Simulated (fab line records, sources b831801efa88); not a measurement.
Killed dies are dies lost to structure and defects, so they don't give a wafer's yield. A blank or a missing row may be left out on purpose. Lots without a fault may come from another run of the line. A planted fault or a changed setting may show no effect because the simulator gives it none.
Tool commonality check | flow gf180mcu | 13 lots, 39 wafers sampled

WHY IT WAS OPENED
At GF_VT_IMPLANT_RS_MEAS_49 the reading MVPSD_RS is flagged on 2 of 13 lots. Wafers without a fault read 1168.3 ohm/sq, standard deviation 2.9.
Rule: a lot is flagged when every wafer of it that has a number lies more than 4 standard deviations from that mean, or none has a number. The other lots count as sound.

lot  | measured     | on            | MVPSD_RS (ohm/sq), wafer by wafer | flag
L438 | day 7 14:40  | film_metro-03 | 1167.9 1163.3 1165.3              |
L441 | day 8 09:42  | film_metro-01 | 1165.6 1166.6 1167.5              |
L442 | day 8 17:52  | film_metro-04 | 1168.4 1165.5 1169.2              |
L444 | day 9 03:22  | film_metro-01 | 1167.0 1167.2 1166.7              |
L445 | day 9 14:02  | film_metro-03 | 1171.2 1170.9 1169.2              |
L446 | day 9 20:18  | film_metro-04 | 1168.0 1165.0 1168.8              |
L447 | day 10 01:02 | film_metro-04 | 1166.6 1164.2 1163.8              |
L448 | day 10 12:25 | film_metro-01 | 1175.2 1174.3 1172.8              |
L449 | day 10 17:07 | film_metro-03 | 1168.7 1166.8 1166.5              |
L451 | day 11 03:42 | film_metro-01 | 1166.4 1165.3 1166.9              |
L454 | day 12 01:37 | film_metro-01 | 1168.8 1168.5 1168.2              |
L460 | day 13 17:20 | film_metro-04 | 1250.6 1250.2 1251.9              | FLAGGED
L461 | day 14 07:44 | film_metro-01 | 1246.6 1241.2 1242.7              | FLAGGED
The numbers of the flagged lots are 1247.2 ohm/sq on average: +78.9 ohm/sq against the usual, or +27 standard deviations.

WHICH TOOL RAN EACH LOT
The record holds 1 process step before the reading, out of a route of 602 steps. In each cell: the tool, then ch and the chambers that the sampled wafers went through, then the start.
lot  | flag    | GF_MVPSD_IMPLANT_09
L438 |         | implanter-03 ch 0, day 5 00:41
L441 |         | implanter-03 ch 0, day 5 17:58
L442 |         | implanter-04 ch 0, day 6 00:36
L444 |         | implanter-02 ch 0, day 6 10:11
L445 |         | implanter-04 ch 0, day 6 19:28
L446 |         | implanter-04 ch 0, day 7 00:14
L447 |         | implanter-03 ch 0, day 7 05:34
L448 |         | implanter-03 ch 0, day 7 15:15
L449 |         | implanter-02 ch 0, day 7 18:30
L451 |         | implanter-03 ch 0, day 8 06:25
L454 |         | implanter-02 ch 0, day 9 00:32
L460 | FLAGGED | implanter-02 ch 0, day 10 12:49
L461 | FLAGGED | implanter-02 ch 0, day 11 01:25
What these steps do:
- GF_MVPSD_IMPLANT_09
- GF_VT_IMPLANT_RS_MEAS_49: measures by four-point-probe.

FLAGGED OVER TOTAL, TOOL BY TOOL (the gauges that took the reading come last)
step                     | tool          | lots run | flagged | share of the flagged lots | sound lots run after its first flagged lot
GF_MVPSD_IMPLANT_09      | implanter-02  | 5        | 2       | all                       | 0
GF_MVPSD_IMPLANT_09      | implanter-03  | 5        | 0       | none                      | -
GF_MVPSD_IMPLANT_09      | implanter-04  | 3        | 0       | none                      | -
GF_VT_IMPLANT_RS_MEAS_49 | film_metro-01 | 6        | 1       | some                      | 0
GF_VT_IMPLANT_RS_MEAS_49 | film_metro-03 | 3        | 0       | none                      | -
GF_VT_IMPLANT_RS_MEAS_49 | film_metro-04 | 4        | 1       | some                      | 0

WHAT THE TABLE ALLOWS
1 row of the table ran every flagged lot: implanter-02 at GF_MVPSD_IMPLANT_09.
- implanter-02 at GF_MVPSD_IMPLANT_09: 2 of its 5 lots flagged. Its last sound lot is L454 (day 9 00:32), its first flagged lot L460 (day 10 12:49): a fault that began between those two fits. Its own readings lie more than 4 standard deviations out on every wafer of the flagged lots: dose_ions_cm2, faraday_current_uA.
One tool is left: implanter-02 at GF_MVPSD_IMPLANT_09.

WHAT THE SIMULATOR HAD PUT IN
Process parameter drift: implanter-02, from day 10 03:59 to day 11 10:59, at GF_MVPSD_IMPLANT_09. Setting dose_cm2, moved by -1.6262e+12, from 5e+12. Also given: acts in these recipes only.
Lots struck among those shown: L460, L461. The rule above found the same.
